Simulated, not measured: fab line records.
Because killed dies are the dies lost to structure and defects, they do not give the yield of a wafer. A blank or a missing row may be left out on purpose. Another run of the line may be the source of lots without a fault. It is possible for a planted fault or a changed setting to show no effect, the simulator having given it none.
A struck lot beside a sound one | flow sfq_line | 14 out of 325 route steps
Sound: the wafers L112.1, L112.4, L112.6. Struck: wafers L110.1, L110.4, L110.6. The cause comes at the end.
Order at every step that has rows: each side's tool, ch and its chambers, its first start. Under that, the readings that differ: sound wafers | struck wafers | difference of the means | sigmas: that difference in standard deviations of wafers without a fault.
alike: words and numbers the same on both sides, and readings whose means are apart by under 2 such deviations; not compared: readings that were withheld, readings missing a value for some wafer, numbers with overlapping values and no deviation given by the record, and bounds like >300 which may hide the same value.
The two part at a step that has a row with sigmas, a row that says differs or no value, or rows on one side only. Numbers that have no deviation but don't overlap get no sigmas and don't part them. A reading missing from all wafers of one side parts the sides only when that side holds two or more wafers.

first, 3 steps without rows for these wafers: SFQ_TRILAYER_R5_LITHO_EXPOSE_137 (exposes mask R5, target cd 500 nm); SFQ_TRILAYER_R5_LITHO_PEB_139 (peb time 60 s); SFQ_TRILAYER_R5_LITHO_DEVELOP_138 (time 60 s).
SFQ_R5_OVL_MEAS_935:
  struck on overlay-01, day 63 19:43; sound on overlay-01, day 65 02:55
  alike: R5_OVL
SFQ_TRILAYER_R5_BARC_OPEN_METAL_ETCH_177: etches BARC in O2, target depth 125 nm, time 41.7 s.
  sound on rie_metal-01 ch 0,1, day 65 02:58; struck on rie_metal-03 ch 0,1, day 63 19:46
  alike: drypump_motor_current_A, oes_product_au
  not compared: rf_hours_counter_h
SFQ_TRILAYER_R5_ETCH_METAL_ETCH_139: etches the open film in Cl2, stops on SiO2, target depth 60 nm, time 40 s.
  sound on rie_metal-01 ch 0,1, day 65 03:01; struck on rie_metal-03 ch 0,1, day 63 19:49
  alike: drypump_motor_current_A, oes_product_au
  not compared: rf_hours_counter_h
SFQ_TRILAYER_R5_STRIP_STRIP_140: strips in O2.
  sound on rie_metal-01 ch 0,1, day 65 03:05; struck on rie_metal-03 ch 0,1, day 63 19:53
  alike: drypump_motor_current_A, oes_product_au
  not compared: rf_hours_counter_h
then, 1 step without rows for these wafers: SFQ_TRILAYER_R5_STRIP_SOLV_CLEAN_141 (cleans in NMP, time 600 s).
SFQ_TRILAYER_A5C_DEP_PECVD_142: deposits SiO2 from SiH4/N2O, time 15.556 s, target thk 70 nm.
  sound on pecvd-01 ch 0,1,2, day 65 03:51; struck on pecvd-02 ch 0,1, day 63 20:39
  alike: heater_power_w, throttle_valve_pct
then, 3 steps without rows for these wafers: SFQ_TRILAYER_I5_LITHO_COAT_149 (resist thk 62 nm); SFQ_TRILAYER_I5_LITHO_COAT_144 (resist thk 650 nm); SFQ_TRILAYER_I5_LITHO_SOFTBAKE_148.
-- the record jumps here: 5 days lie between the struck wafers' starts before and after --
SFQ_TRILAYER_I5_LITHO_EXPOSE_145: exposes mask I5, target cd 700 nm.
  struck on krf_scanner-01, day 68 19:38; sound on krf_scanner-01 ch 0, day 69 16:02
  no value came back on the struck wafers for exposure_dose_mJ_cm2, focus_offset_nm (nm), sigma_outer; on the sound wafers exposure_dose_mJ_cm2 reads 21.344 21.312 21.307
  alike: mask
then, 1 step without rows for these wafers: SFQ_TRILAYER_I5_LITHO_PEB_147 (peb time 60 s).

## WHERE THEY PART
Only at SFQ_TRILAYER_I5_LITHO_EXPOSE_145, within this record.

WHY: what had been put in by the simulator
Beginning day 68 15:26, the whole step at SFQ_TRILAYER_I5_LITHO_EXPOSE_145 was skipped on krf_scanner-01. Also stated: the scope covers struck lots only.
